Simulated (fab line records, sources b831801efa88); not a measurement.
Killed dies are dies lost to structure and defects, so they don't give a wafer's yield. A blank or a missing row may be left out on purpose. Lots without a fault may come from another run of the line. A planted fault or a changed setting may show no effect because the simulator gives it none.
One fault seen from 2 desks | flow gf180mcu | each desk has only its own numbers; what lay behind them comes last

THE TOOL OWNER'S DESK: rtp_anneal-02
The tool's own readings at GF_PSD_RTA_13 (time 20 s): means of the sampled wafers that have a number, for each lot that ran on this tool. A lot is out of limits, marked OUT, if its mean lies more than 4 standard deviations from the usual mean; the brackets give that distance.
Columns: A = lamp_power_pct at GF_PSD_RTA_13, usual 35.9 %; B = run_length_s at GF_PSD_RTA_13, usual 49.2 s; C = wafer_temp_C_max at GF_PSD_RTA_13, usual 1031.6
lot  | first seen here | A    | B              | C
L585 | day 14 14:27    | 34.8 | 49.0           | 1032.5
L587 | day 15 01:56    | 34.8 | 48.8           | 1032.3
L589 | day 15 20:00    | 34.8 | 49.0           | 1033.4
L590 | day 16 04:22    | 34.8 | 67.7 (+36) OUT | 1031.8
L592 | day 16 15:07    | 34.9 | 67.9 (+37) OUT | 1032.0
L602 | day 20 06:11    | 34.9 | 49.0           | 1031.5
L603 | day 20 11:49    | 34.9 | 49.1           | 1031.2
This desk's finding: out of limits on L590, L592; first on L590, day 16 04:22 (run_length_s at GF_PSD_RTA_13). In limits: L585, L587, L589, L602, L603.

THE METROLOGY DESK
What the gauges read, lot by lot, whatever tool the lot ran on: means of the sampled wafers that have a number. A lot is out of limits, marked OUT, if its mean lies more than 4 standard deviations from the usual mean; the brackets give that distance.
Columns: A = cd_nm at GF_HV_LDD_CD_MEAS_46, usual 399.5 nm; B = HV_LDD_03_OVL at GF_HV_LDD_OVL_MEAS_47, usual -0.4 nm; C = NSD_RS at GF_PSD_RS_MEAS_14, usual 46.15 ohm/sq; D = PSD_RS at GF_PSD_RS_MEAS_15, usual 108.57 ohm/sq
lot  | first seen here | A     | B    | C               | D
L585 | day 12 16:30    | 397.3 | 0.9  | 46.02           | 108.30
L586 | day 13 01:34    | 397.2 | -2.1 | 46.20           | 108.71
L587 | day 13 04:25    | 401.2 | 0.8  | 46.15           | 108.66
L589 | day 13 21:29    | 402.9 | -1.0 | 46.19           | 108.55
L590 | day 14 05:28    | 400.1 | 0.4  | 42.56 (-44) OUT | 102.03 (-28) OUT
L592 | day 14 15:18    | 399.6 | -1.1 | 42.62 (-43) OUT | 102.09 (-28) OUT
L596 | day 16 03:46    | 400.4 | 0.0  | 46.26           | 108.68
L601 | day 17 15:49    | 397.6 | -0.9 | 46.19           | 108.39
L602 | day 18 00:59    | 399.3 | 0.0  | 46.15           | 108.72
L603 | day 18 07:41    | 397.8 | -1.1 | 46.13           | 108.60
L604 | day 18 21:23    | 400.3 | 1.1  | 46.11           | 108.58
L606 | day 19 08:55    | 401.6 | 1.4  | 46.18           | 108.68
L607 | day 19 16:40    | 400.6 | 1.1  | 46.17           | 108.69
This desk's finding: out of limits on L590, L592; first on L590, day 16 04:28 (NSD_RS at GF_PSD_RS_MEAS_14). In limits: L585, L586, L587, L589, L596, L601, L602, L603, L604, L606, L607.

PUT TOGETHER
The tool owner's desk could have raised an alarm at day 16 04:22, on L590, L592.
The metrology desk could have raised an alarm at day 16 04:28, on L590, L592.
Of the lots named, all ran GF_PSD_RTA_13 on rtp_anneal-02.

WHAT THE SIMULATOR HAD PUT IN
Process parameter drift: rtp_anneal-02, from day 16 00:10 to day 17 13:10, at GF_PSD_RTA_13. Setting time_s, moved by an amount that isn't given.
Lots struck among those shown: L590, L592.
Hours from the fault's start to each desk's first reading out of limits: the tool owner's desk, 4; the metrology desk, 4.
